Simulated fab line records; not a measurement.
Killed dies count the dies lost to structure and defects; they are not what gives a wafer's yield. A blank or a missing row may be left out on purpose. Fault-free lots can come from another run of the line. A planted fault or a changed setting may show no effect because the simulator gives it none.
Struck lot and sound lot, side by side / flow sky130 / 14 out of 708 route steps
Sound: the wafers L349.1, L349.3, L349.5. Wafers struck: L358.3, L358.5, L358.6. The cause is named last.
Order at every step that has rows: each side's tool, ch and its chambers, its first start. Under that, the readings that differ: sound wafers / struck wafers / difference of the means / sigmas: that difference in standard deviations of wafers without a fault.
alike: readings with means less than 2 such deviations apart, plus words and numbers identical on both sides. not compared: withheld readings, readings lacking a value on some wafer, bounds such as >300 that could conceal the same value, and numbers that have no deviation in the record and whose values overlap.
A row with sigmas, a row that says differs or no value, or rows on one side alone: a step with any of these is where the two part. Numbers that don't overlap but have no deviation are shown without sigmas and don't part them. A reading that every wafer of one side lacks parts them only if that side has two wafers or more.

SKY_CONTACT_OVL_MEAS_15:
  sound on overlay-02 at day 34 10:01; struck on overlay-02 at day 36 19:08
  alike: CONTACT_OVL
SKY_CONTACT_ETCH_16: etches BARC in N2/H2, stops on SiO2, time 45.9 s, target depth 60 nm.
  sound on rie-diel-01 ch 1,2, day 34 10:02; struck on rie-diel-01 ch 1,2, day 36 19:10
  alike: drypump-motor-current-A, n2-flow-sccm, oes-product-au, throttle-valve-pct
  not compared: rf-hours-counter-h
SKY_CONTACT_ETCH_17: etches SiO2 in C4F8/O2/Ar, stops on Si3N4, target depth 340 nm.
  sound on rie-diel-01 ch 1,2, day 34 10:05; struck on rie-diel-01 ch 1,2, day 36 19:12
  alike: oes-product-au
SKY_CONTACT_ETCH_18: etches Si3N4 in CHF3/O2, stops on TiN, time 39 s, target depth 75 nm.
  sound: rie-diel-01 ch 1,2; struck: rie-diel-01 ch 1,2
  alike: drypump-motor-current-A, oes-product-au, throttle-valve-pct
  not compared: rf-hours-counter-h
SKY_CONTACT_STRIP_19: strips in O2/N2.
  sound on plasma-asher-01 ch 0,1, day 34 10:11; struck on plasma-asher-02 ch 0,1, day 36 19:19
  alike: drypump-motor-current-A, n2-flow-sccm, oes-product-au, strip-time-to-endpoint-s
  not compared: rf-hours-counter-h
then, 4 steps without rows for these wafers: SKY_CONTACT_STRIP_20 (strips in post etch residue remover, time 1200 s); SKY_CONTACT_CLEAN_21 (cleans in IPA, time 180 s); SKY_CONTACT_CLEAN_22 (cleans in O3/DIW); SKY_CONTACT_SPUTTER_23 (material TiN, target thk 20 nm, time 80 s).
SKY_CONTACT_CVD_24: deposits W, target thk 340 nm, time 102.12 s.
  sound on cvd-w-02 ch 0, day 34 10:52; struck on cvd-w-01 ch 0,1, day 36 19:59
  alike: heater-power-w
  not compared: since-wet-clean-h
SKY_CONTACT_RS_MEAS_25: measures by four-point-probe.
  sound on film-metro-03 at day 34 10:58; struck on film-metro-01 at day 36 20:05
reading=CONTACT_W_RS (ohm/sq); sound=0.339 0.340 0.340; struck=0.326 0.334 0.324; difference=-0.012; sigmas=-2
SKY_CONTACT_THK_MEAS_26: measures by xrf.
  sound on film-metro-03 at day 34 11:05; struck on film-metro-01 at day 36 20:11
  alike: CONTACT_W_THK
SKY_CONTACT_CMP_27: polishes, stops on SiO2, t overpolish 15 s, target thk 0 nm.
  sound on cmp-01 ch 1,2, day 34 11:12; struck on cmp-02 ch 2,3, day 36 20:14
  no value came back on the struck wafers for any of 6 readings (edge-zone-pressure-frac, head-pressure-psi (psi) and others); on the sound wafers edge-zone-pressure-frac reads 0.992 1.006 0.992
reading=model.W_of_CONTACT_CVD_24.thk-nm (nm); sound=0 0 0; struck=352.3 344.6 354.8; difference=+350.6; sigmas=
reading=model.SiO2_of_CONTACT_HDPCVD_02.thk-nm (nm); sound=334.9 336.3 335.8; struck=338.9 339 340.6; difference=+3.8; sigmas=
-- the record jumps here: 13 days lie between the struck wafers' starts before and after (it left off in module CONTACT and takes up again in module PAD_OPEN, whose first step shown is number 708 of the route) --
SKY_PAD_OPEN_PROBE_99:
  sound on prober-02 at day 47 19:52; struck on prober-01 at day 49 13:13
reading=killed-at-contacts; sound=27 16 31; struck=428 434 418; difference=+402; sigmas=+68
reading=killed-dies; sound=96 88 92; struck=492 492 492; difference=+400; sigmas=+40
reading=killed-on-rim; sound=26 9 17; struck=96 96 96; difference=+79; sigmas=+20
  alike: killed_at_M0_to_M3, killed_at_M4_up, killed-at-front-end, killed-at-other, killed-open, killed-short

== WHERE THEY PART ==
Earliest at SKY_CONTACT_RS_MEAS_25; latest, in this record, at SKY_PAD_OPEN_PROBE_99.

WHY: what had been put in by the simulator
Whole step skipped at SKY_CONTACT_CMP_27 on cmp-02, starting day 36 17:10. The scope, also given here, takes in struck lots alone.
